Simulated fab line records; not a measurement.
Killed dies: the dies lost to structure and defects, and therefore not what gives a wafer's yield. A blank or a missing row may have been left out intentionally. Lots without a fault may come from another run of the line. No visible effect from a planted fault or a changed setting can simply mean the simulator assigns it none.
The tool behind it: which one? || flow gf180mcu || 13 lots, 39 wafers sampled, at 1 step of a route of 602

## WHAT THE GAUGES SHOWED, per wafer
GF_V4_THK_MEAS_01. Usual: V4_CVD_00_THK 585 nm, standard deviation 5.2.
{"lot": "L192", "measured": "day 23 08:55", "on": "film-metro-04", "V4_CVD_00_THK (nm)": "575 576 579", "flag": ""}
{"lot": "L194", "measured": "day 24 07:38", "on": "film-metro-03", "V4_CVD_00_THK (nm)": "578 576 576", "flag": ""}
{"lot": "L196", "measured": "day 24 21:38", "on": "film-metro-02", "V4_CVD_00_THK (nm)": "581 585 585", "flag": ""}
{"lot": "L197", "measured": "day 25 09:37", "on": "film-metro-02", "V4_CVD_00_THK (nm)": "593 586 591", "flag": ""}
{"lot": "L199", "measured": "day 26 00:05", "on": "film-metro-02", "V4_CVD_00_THK (nm)": "585 586 583", "flag": ""}
{"lot": "L201", "measured": "day 27 12:37", "on": "film-metro-02", "V4_CVD_00_THK (nm)": "587 581 586", "flag": ""}
{"lot": "L202", "measured": "day 27 21:48", "on": "film-metro-02", "V4_CVD_00_THK (nm)": "589 580 583", "flag": ""}
{"lot": "L203", "measured": "day 28 02:56", "on": "film-metro-03", "V4_CVD_00_THK (nm)": "589 597 589", "flag": ""}
{"lot": "L207", "measured": "day 29 05:12", "on": "film-metro-02", "V4_CVD_00_THK (nm)": "585 586 583", "flag": ""}
{"lot": "L209", "measured": "day 29 08:11", "on": "film-metro-03", "V4_CVD_00_THK (nm)": "580 592 590", "flag": ""}
{"lot": "L211", "measured": "day 29 13:54", "on": "film-metro-02", "V4_CVD_00_THK (nm)": "574 582 592", "flag": ""}
{"lot": "L210", "measured": "day 29 18:49", "on": "film-metro-04", "V4_CVD_00_THK (nm)": "591 583 583", "flag": ""}
{"lot": "L212", "measured": "day 30 03:06", "on": "film-metro-04", "V4_CVD_00_THK (nm)": "585 584 589", "flag": ""}

## WHICH TOOL RAN EACH LOT (tool, then ch and the chambers of the sampled wafers, then the start)
No process step before these readings appears in the record.

## WHAT THE TOOLS THEMSELVES READ (means of the sampled wafers that have a number; where no wafer has one, the mark that the record gives instead)
The record holds no such reading with a usual standard deviation.

## THE ANSWER, worked out from the rows above alone
Rule: a lot counts as off when the mean over its wafers that have a number is more than 3 standard deviations away from the usual mean. Also off: a lot with no number at a reading for which 4 or more lots have one. All remaining lots with rows at the step are treated as sound. Order of review: gauges by route order, followed by the tools' own readings, for which a lot's mean as printed above is used. At the first step where some lot is off, the reading lying furthest off is the one used; lots without a number count as furthest.
Nothing can be told from this: no lot is off at any reading shown.

## WHAT WAS PUT IN BY THE SIMULATOR
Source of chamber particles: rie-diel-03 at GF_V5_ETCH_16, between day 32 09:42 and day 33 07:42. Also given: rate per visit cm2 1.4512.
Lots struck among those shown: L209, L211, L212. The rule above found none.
